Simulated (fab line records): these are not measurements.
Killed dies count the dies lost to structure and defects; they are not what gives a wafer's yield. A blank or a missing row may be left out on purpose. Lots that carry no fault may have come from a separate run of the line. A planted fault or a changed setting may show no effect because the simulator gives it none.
A struck lot beside a sound one || flow sky130 || 14 steps out of a route of 708
Sound: the wafers L170.1, L170.2, L170.5. Wafers L177.2, L177.3, L177.5 were the ones struck. At the end, the cause is stated.
At each step with rows: each side's tool, then ch and its chambers, then its first start. Under that, the readings that differ: sound wafers || struck wafers || difference of the means || sigmas: that difference in standard deviations of wafers without a fault.
alike: a reading whose means differ by less than 2 such deviations, as well as words and numbers matching on both sides. not compared: withheld readings; readings where some wafer has no value; bounds like >300 that might hide an equal value; numbers whose values overlap and for which the record gives no deviation.
The two part at a step that has a row with sigmas, a row that says differs or no value, or rows on one side only. Numbers that have no deviation but don't overlap get no sigmas and don't part them. Lack of a reading on every wafer of one side parts them only where that side has two or more wafers.

first, 2 steps without rows for these wafers: SKY_SONOS_TUNNEL_CLEAN_13 (cleans in dHF, time 20 s); SKY_SONOS_ONO_OXIDATION_00 (stabilise 600 s, purge 300 s, target thk 2.6 nm).
SKY_SONOS_ONO_THK_MEAS_01:
  sound on film-metro-04, day 14 13:08; struck on film-metro-01, day 16 18:49
{"reading": "SONOS_ONO_OXIDATION_THK (nm)", "sound": "2.65 2.65 2.66", "struck": "2.44 2.51 2.60", "difference": -0.14, "sigmas": -3}
then, 1 step without rows for these wafers: SKY_SONOS_ONO_CVD_02 (deposits Si3N4 from DCS/NH3, target thk 10.5 nm, time 180 s).
SKY_SONOS_ONO_THK_MEAS_03:
  sound on film-metro-04, day 14 15:44; struck on film-metro-01, day 17 12:24
  alike: SONOS_ONO_CVD_02_THK
then, 1 step without rows for these wafers: SKY_SONOS_ONO_CVD_04 (deposits SiO2 from SiH4/N2O, target thk 5.7199 nm).
SKY_SONOS_ONO_THK_MEAS_05:
  sound on film-metro-01, day 14 17:02; struck on film-metro-01, day 17 13:43
  alike: SONOS_ONO_CVD_04_THK
then, 5 steps without rows for these wafers: SKY_SONOS_ONO_DEHYDRATE_06 (time 60 s); SKY_SONOS_ONO_HMDS_07 (prime time 60 s); SKY_SONOS_ONO_COAT_08 (resist thk 1140 nm); SKY_SONOS_ONO_SOFTBAKE_09 (time 60 s); SKY_SONOS_ONO_EXPOSE_10 (exposes mask ONOM, target cd 410 nm).
SKY_SONOS_ONO_PEB_11:
  struck on litho-track-01, day 18 19:33; sound on litho-track-01 ch 0, day 15 19:41
{"reading": "exhaust-pa (Pa)", "sound": "44.9 44.1 44.5", "struck": "- - -", "difference": "no value on the struck wafers", "sigmas": ""}
  not compared: chill-plate-temp-C
then, 1 step without rows for these wafers: SKY_SONOS_ONO_DEVELOP_12 (develop time 60 s).

WHERE THEY PART
First at SKY_SONOS_ONO_THK_MEAS_01; last, within this record, at SKY_SONOS_ONO_PEB_11.

WHY: whatever the simulator had introduced
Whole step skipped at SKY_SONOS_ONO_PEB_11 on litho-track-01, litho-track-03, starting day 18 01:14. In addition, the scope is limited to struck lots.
